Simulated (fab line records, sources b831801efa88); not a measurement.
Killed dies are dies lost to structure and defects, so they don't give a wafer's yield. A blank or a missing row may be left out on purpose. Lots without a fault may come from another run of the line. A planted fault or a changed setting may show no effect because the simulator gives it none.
Which tool did it? | flow gf180mcu | 6 lots, 18 wafers sampled, at 2 steps of a route of 602

WHAT THE GAUGES READ, wafer by wafer
GF_PSD_CD_MEAS_07: target cd 400 nm.
lot  | measured     | on        | cd_nm (nm)
L403 | day 14 21:50 | cd_sem-01 | 400.8 398.3 399.8
L407 | day 16 08:14 | cd_sem-02 | 400.1 399.0 398.6
L417 | day 20 03:26 | cd_sem-02 | 403.0 401.0 401.3
L419 | day 20 23:26 | cd_sem-01 | 401.5 402.0 402.3
L421 | day 21 10:01 | cd_sem-02 | 403.6 401.4 400.9
L423 | day 22 03:32 | cd_sem-01 | 399.4 399.7 402.2

WHICH TOOL RAN EACH LOT (tool, then ch and the chambers of the sampled wafers, then the start)
lot  | GF_PSD_EXPOSE_04
L403 | iline_stepper-01 ch 0, day 14 11:17
L407 | iline_stepper-02 ch 0, day 15 22:02
L417 | iline_stepper-02 ch 0, day 19 14:43
L419 | iline_stepper-02 ch 0, day 20 11:38
L421 | iline_stepper-01 ch 0, day 20 21:59
L423 | iline_stepper-01 ch 0, day 21 15:41
- GF_PSD_EXPOSE_04: exposes mask Pplus, target cd 400 nm.

THE ANSWER, worked out from the rows above alone
Rule: what is usual is taken from the lots themselves. Put in order of their means at a reading, lots are off if they are a third of the lots or fewer, leave a main group of 4 or more, and stand apart from it by a gap of 3 or more times the standard deviation of the main group's means; of several such gaps the widest counts. A main group whose means are all the same, to the digits that the tables above print for the reading, isn't used. A lot without any number at a reading at which 4 lots or more have one is off too. The other lots that the step has rows for count as sound.
No lot is off at any reading shown: from this, nothing can be told.

WHAT THE SIMULATOR HAD PUT IN
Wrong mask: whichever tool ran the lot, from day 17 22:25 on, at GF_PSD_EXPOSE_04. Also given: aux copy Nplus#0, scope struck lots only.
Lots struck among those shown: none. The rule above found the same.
